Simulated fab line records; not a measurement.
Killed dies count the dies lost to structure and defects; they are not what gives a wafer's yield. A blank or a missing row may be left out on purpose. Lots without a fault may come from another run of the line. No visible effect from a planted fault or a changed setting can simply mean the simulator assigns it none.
Check of tool commonality    flow sky130    13 lots, 39 wafers sampled

== REASON IT WAS OPENED ==
On 1 of the 13 lots, a flag is raised at SKY_LOCAL_INTERCONNECT_CD_MEAS_11 on the reading cdNm. Wafers without a fault read 170.1 nm, standard deviation 1.6.
Rule: a lot gets a flag if all its wafers with a number sit over 4 standard deviations from that mean, or if no wafer of it has a number. The other lots count as sound.

lot   measured      on        cdNm (nm), wafer by wafer  flag
L825  day 29 22:44  cdSem-01  169.9 168.4 170.3          
L826  day 31 05:59  cdSem-01  170.8 170.6 170.2          
L827  day 31 20:40  cdSem-01  169.7 168.5 168.7          
L828  day 32 05:53  cdSem-02  168.8 167.6 170.1          
L829  day 32 23:50  cdSem-02  171.5 171.7 170.0          
L830  day 33 01:08  cdSem-02  171.1 172.1 171.8          
L831  day 33 04:24  cdSem-02  171.3 171.0 169.2          
L834  day 33 04:53  cdSem-01  170.0 171.7 170.2          
L842  day 35 20:37  cdSem-01  120.2 125.6 158.6          FLAGGED
L843  day 36 18:47  cdSem-02  171.5 170.0 169.8          
L844  day 37 02:22  cdSem-02  171.8 170.2 170.6          
L846  day 37 06:27  cdSem-02  169.9 170.5 172.1          
L847  day 37 10:35  cdSem-02  172.0 171.1 171.8          
Average over the flagged lots: 134.8 nm; offset from the usual -35.3 nm, equal to -22 standard deviations.

== WHICH TOOL RAN EACH LOT ==
3 process steps preceding the reading are held in the record, out of 708 steps in the route. In each cell: the tool, then ch and the chambers that the sampled wafers went through, then the start.
lot   flag     SKY_LI_CONTACT_ETCH_15             SKY_LI_CONTACT_SPUTTER_19    SKY_LOCAL_INTERCONNECT_EXPOSE_08
L825           rieDiel-02 ch 1,2,3, day 28 17:14  pvdSputter-04, day 28 17:37  krfScanner-01 ch 0, day 29 08:55
L826           rieDiel-01 ch 1,3, day 30 00:44    pvdSputter-01, day 30 01:07  krfScanner-02 ch 0, day 30 16:01
L827           rieDiel-03 ch 1,2,3, day 30 16:08  pvdSputter-02, day 30 16:31  krfScanner-02 ch 0, day 31 07:28
L828           rieDiel-02 ch 0,1,3, day 31 00:44  pvdSputter-02, day 31 01:07  krfScanner-02 ch 0, day 31 16:03
L829           rieDiel-02 ch 1,2, day 31 19:47    pvdSputter-04, day 31 20:12  krfScanner-02 ch 0, day 32 10:31
L830           rieDiel-03 ch 0,1, day 31 20:44    pvdSputter-02, day 31 21:07  krfScanner-01 ch 0, day 32 12:01
L831           rieDiel-03 ch 0,1,2, day 32 00:20  pvdSputter-02, day 32 00:43  krfScanner-02 ch 0, day 32 15:10
L834           rieDiel-02 ch 0,1,2, day 32 01:11  pvdSputter-04, day 32 01:34  krfScanner-02 ch 0, day 32 16:15
L842  FLAGGED  rieDiel-01 ch 0,1, day 34 17:26    pvdSputter-01, day 34 17:49  krfScanner-02 ch 0, day 35 07:53
L843           rieDiel-02 ch 1,2, day 35 15:17    pvdSputter-01, day 35 15:40  krfScanner-01 ch 0, day 36 06:07
L844           rieDiel-02 ch 1,2, day 35 23:14    pvdSputter-02, day 36 00:08  krfScanner-01 ch 0, day 36 13:37
L846           rieDiel-02 ch 1,2, day 36 03:41    pvdSputter-01, day 36 04:05  krfScanner-01 ch 0, day 36 17:48
L847           rieDiel-01 ch 0,1,2, day 36 06:47  pvdSputter-04, day 36 07:41  krfScanner-01 ch 0, day 36 22:01
What is done by these steps:
- SKY_LI_CONTACT_ETCH_15: etches PSG in C4F8/O2/Ar, stops on Si, target depth 600 nm.
- SKY_LI_CONTACT_SPUTTER_19: material Ti, target thk 20 nm, time 106.37 s.
- SKY_LOCAL_INTERCONNECT_EXPOSE_08: exposes mask LI1M, target cd 170 nm.
- SKY_LOCAL_INTERCONNECT_CD_MEAS_11: target cd 170 nm.

== FLAGGED AGAINST TOTAL, ONE TOOL AT A TIME (gauges that did the reading follow at the end) ==
step                               tool           lots run  flagged  share of the flagged lots  sound lots run after its first flagged lot
SKY_LI_CONTACT_ETCH_15             rieDiel-01     3         1        all                        1 (L847)
SKY_LI_CONTACT_ETCH_15             rieDiel-02     7         0        none                       -
SKY_LI_CONTACT_ETCH_15             rieDiel-03     3         0        none                       -
SKY_LI_CONTACT_SPUTTER_19          pvdSputter-01  4         1        all                        2 (L843,L846)
SKY_LI_CONTACT_SPUTTER_19          pvdSputter-02  5         0        none                       -
SKY_LI_CONTACT_SPUTTER_19          pvdSputter-04  4         0        none                       -
SKY_LOCAL_INTERCONNECT_EXPOSE_08   krfScanner-01  6         0        none                       -
SKY_LOCAL_INTERCONNECT_EXPOSE_08   krfScanner-02  7         1        all                        0
SKY_LOCAL_INTERCONNECT_CD_MEAS_11  cdSem-01       5         1        all                        0
SKY_LOCAL_INTERCONNECT_CD_MEAS_11  cdSem-02       8         0        none                       -

== WHAT THE TABLE PERMITS ==
4 rows of the table ran every flagged lot: rieDiel-01 at SKY_LI_CONTACT_ETCH_15, pvdSputter-01 at SKY_LI_CONTACT_SPUTTER_19, krfScanner-02 at SKY_LOCAL_INTERCONNECT_EXPOSE_08, cdSem-01 at SKY_LOCAL_INTERCONNECT_CD_MEAS_11.
- rieDiel-01 at SKY_LI_CONTACT_ETCH_15 ran 3 lots, 1 of them flagged. Sound lots ran on it after the first flagged one (L847), which a lasting fault on the whole tool wouldn't allow.
- pvdSputter-01 at SKY_LI_CONTACT_SPUTTER_19 ran 4 lots, 1 of them flagged. Sound lots ran on it after the first flagged one (L843, L846), which a lasting fault on the whole tool wouldn't allow.
- krfScanner-02 at SKY_LOCAL_INTERCONNECT_EXPOSE_08 ran 7 lots, 1 of them flagged. It ran its last sound lot, L834, at day 32 16:15 and its first flagged lot, L842, at day 35 07:53: a fault with its onset between the two fits. Its own readings lie more than 4 standard deviations out on every wafer of the flagged lots: exposureDoseMJCm2.
- cdSem-01 at SKY_LOCAL_INTERCONNECT_CD_MEAS_11 ran 5 lots, 1 of them flagged. It ran its last sound lot, L834, at day 33 04:53 and its first flagged lot, L842, at day 35 20:37: a fault with its onset between the two fits.
Because each of these 2 tools fits a fault that began at some hour, counting lots does not separate them. More lots, or a look at what each step does to the wafer, might.

== WHAT THE SIMULATOR HAD PUT IN ==
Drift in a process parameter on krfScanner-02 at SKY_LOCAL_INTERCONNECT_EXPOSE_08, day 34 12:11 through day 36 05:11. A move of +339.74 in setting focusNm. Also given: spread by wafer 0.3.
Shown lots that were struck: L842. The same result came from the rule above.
